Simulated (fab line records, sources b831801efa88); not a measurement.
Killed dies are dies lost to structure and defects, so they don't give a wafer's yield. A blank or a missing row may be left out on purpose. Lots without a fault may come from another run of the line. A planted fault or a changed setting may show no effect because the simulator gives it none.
Which tool did it? | flow gf180mcu | 13 lots, 39 wafers sampled, at 4 steps of a route of 602

WHAT THE GAUGES READ, wafer by wafer
GF_PASSIVATION_THK_MEAS_03.
lot  | measured     | on            | PASSIVATION_CVD_02_THK (nm)
L100 | day 28 10:15 | film_metro-03 | 693 693 711
L101 | day 28 18:58 | film_metro-01 | 691 699 705
L103 | day 29 14:37 | film_metro-03 | 718 702 707
L104 | day 29 16:15 | film_metro-01 | 693 705 711
L105 | day 29 22:16 | film_metro-04 | 706 693 718
L106 | day 30 11:10 | film_metro-01 | 714 699 718
L107 | day 30 15:11 | film_metro-01 | 711 708 728
L110 | day 31 09:07 | film_metro-03 | 688 707 704
L111 | day 31 21:41 | film_metro-04 | 698 706 712
L112 | day 31 21:49 | film_metro-04 | 704 699 720
L118 | day 33 19:28 | film_metro-01 | 694 707 706
L119 | day 33 20:44 | film_metro-04 | 699 713 705
L120 | day 34 02:47 | film_metro-03 | 686 683 692

WHICH TOOL RAN EACH LOT (tool, then ch and the chambers of the sampled wafers, then the start)
lot  | GF_M1_SPUTTER_00             | GF_V5_SPUTTER_21             | GF_V5_SPUTTER_22
L100 | pvd_sputter-02, day 16 12:33 | pvd_sputter-04, day 27 12:26 | pvd_sputter-04, day 27 12:29
L101 | pvd_sputter-01, day 16 22:04 | pvd_sputter-04, day 27 20:58 | pvd_sputter-04, day 27 21:02
L103 | pvd_sputter-02, day 17 20:47 | pvd_sputter-02, day 28 16:26 | pvd_sputter-02, day 28 16:30
L104 | pvd_sputter-03, day 17 21:05 | pvd_sputter-04, day 28 17:33 | pvd_sputter-04, day 28 17:37
L105 | pvd_sputter-01, day 18 08:57 | pvd_sputter-02, day 29 00:30 | pvd_sputter-02, day 29 00:34
L106 | pvd_sputter-02, day 18 18:56 | pvd_sputter-01, day 29 14:29 | pvd_sputter-01, day 29 14:32
L107 | pvd_sputter-02, day 19 01:51 | pvd_sputter-04, day 29 17:27 | pvd_sputter-04, day 29 17:31
L110 | pvd_sputter-02, day 20 03:19 | pvd_sputter-04, day 30 13:12 | pvd_sputter-04, day 30 13:16
L111 | pvd_sputter-02, day 20 14:40 | pvd_sputter-04, day 31 02:29 | pvd_sputter-04, day 31 02:33
L112 | pvd_sputter-03, day 20 20:56 | pvd_sputter-01, day 31 02:37 | pvd_sputter-01, day 31 02:41
L118 | pvd_sputter-02, day 23 15:25 | pvd_sputter-04, day 33 01:14 | pvd_sputter-04, day 33 01:18
L119 | pvd_sputter-01, day 23 16:58 | pvd_sputter-04, day 33 03:05 | pvd_sputter-04, day 33 03:09
L120 | pvd_sputter-03, day 24 01:53 | pvd_sputter-01, day 33 09:17 | pvd_sputter-01, day 33 09:21
- GF_M1_SPUTTER_00: material Ti, target thk 37.5 nm, time 150 s.
- GF_V5_SPUTTER_21: material Ti, target thk 15 nm, time 80.02 s.
- GF_V5_SPUTTER_22: material TiN, target thk 10 nm, time 40 s.

WHAT THE TOOLS THEMSELVES READ (means of the sampled wafers that have a number; where no wafer has one, the mark that the record gives instead)
GF_M1_SPUTTER_00.
lot  | tool           | throttle_valve_pct (%)
L100 | pvd_sputter-02 | 29.6
L101 | pvd_sputter-01 | 30.5
L103 | pvd_sputter-02 | 29.1
L104 | pvd_sputter-03 | 30.0
L105 | pvd_sputter-01 | 30.1
L106 | pvd_sputter-02 | 29.5
L107 | pvd_sputter-02 | 31.0
L110 | pvd_sputter-02 | 28.7
L111 | pvd_sputter-02 | 30.1
L112 | pvd_sputter-03 | 30.4
L118 | pvd_sputter-02 | 29.7
L119 | pvd_sputter-01 | 30.4
L120 | pvd_sputter-03 | 29.5

GF_V5_SPUTTER_21.
lot  | tool           | throttle_valve_pct (%)
L100 | pvd_sputter-04 | 29.7
L101 | pvd_sputter-04 | 30.4
L103 | pvd_sputter-02 | 29.7
L104 | pvd_sputter-04 | 30.5
L105 | pvd_sputter-02 | 30.7
L106 | pvd_sputter-01 | 30.5
L107 | pvd_sputter-04 | 30.3
L110 | pvd_sputter-04 | 30.2
L111 | pvd_sputter-04 | 30.1
L112 | pvd_sputter-01 | 30.2
L118 | pvd_sputter-04 | 30.1
L119 | pvd_sputter-04 | 31.0
L120 | pvd_sputter-01 | 30.3

GF_V5_SPUTTER_22.
lot  | tool           | throttle_valve_pct (%)
L100 | pvd_sputter-04 | 29.8
L101 | pvd_sputter-04 | 30.4
L103 | pvd_sputter-02 | 29.7
L104 | pvd_sputter-04 | 30.5
L105 | pvd_sputter-02 | 30.7
L106 | pvd_sputter-01 | 30.6
L107 | pvd_sputter-04 | 30.3
L110 | pvd_sputter-04 | 30.3
L111 | pvd_sputter-04 | 30.0
L112 | pvd_sputter-01 | 30.1
L118 | pvd_sputter-04 | 30.0
L119 | pvd_sputter-04 | 30.8
L120 | pvd_sputter-01 | 30.3

THE ANSWER, worked out from the rows above alone
Rule: what is usual is taken from the lots themselves. Put in order of their means at a reading, lots are off if they are a third of the lots or fewer, leave a main group of 4 or more, and stand apart from it by a gap of 3 or more times the standard deviation of the main group's means; of several such gaps the widest counts. A main group whose means are all the same, to the digits that the tables above print for the reading, isn't used. A lot without any number at a reading at which 4 lots or more have one is off too. The other lots that the step has rows for count as sound. The gauges are gone through in route order, then the tools' own readings, and for those a lot's mean is taken as printed above. The first step at which some lot is off is used, and at that step the reading that is off furthest; a lot without a number counts as furthest.
No lot is off at any reading shown: from this, nothing can be told.

WHAT THE SIMULATOR HAD PUT IN
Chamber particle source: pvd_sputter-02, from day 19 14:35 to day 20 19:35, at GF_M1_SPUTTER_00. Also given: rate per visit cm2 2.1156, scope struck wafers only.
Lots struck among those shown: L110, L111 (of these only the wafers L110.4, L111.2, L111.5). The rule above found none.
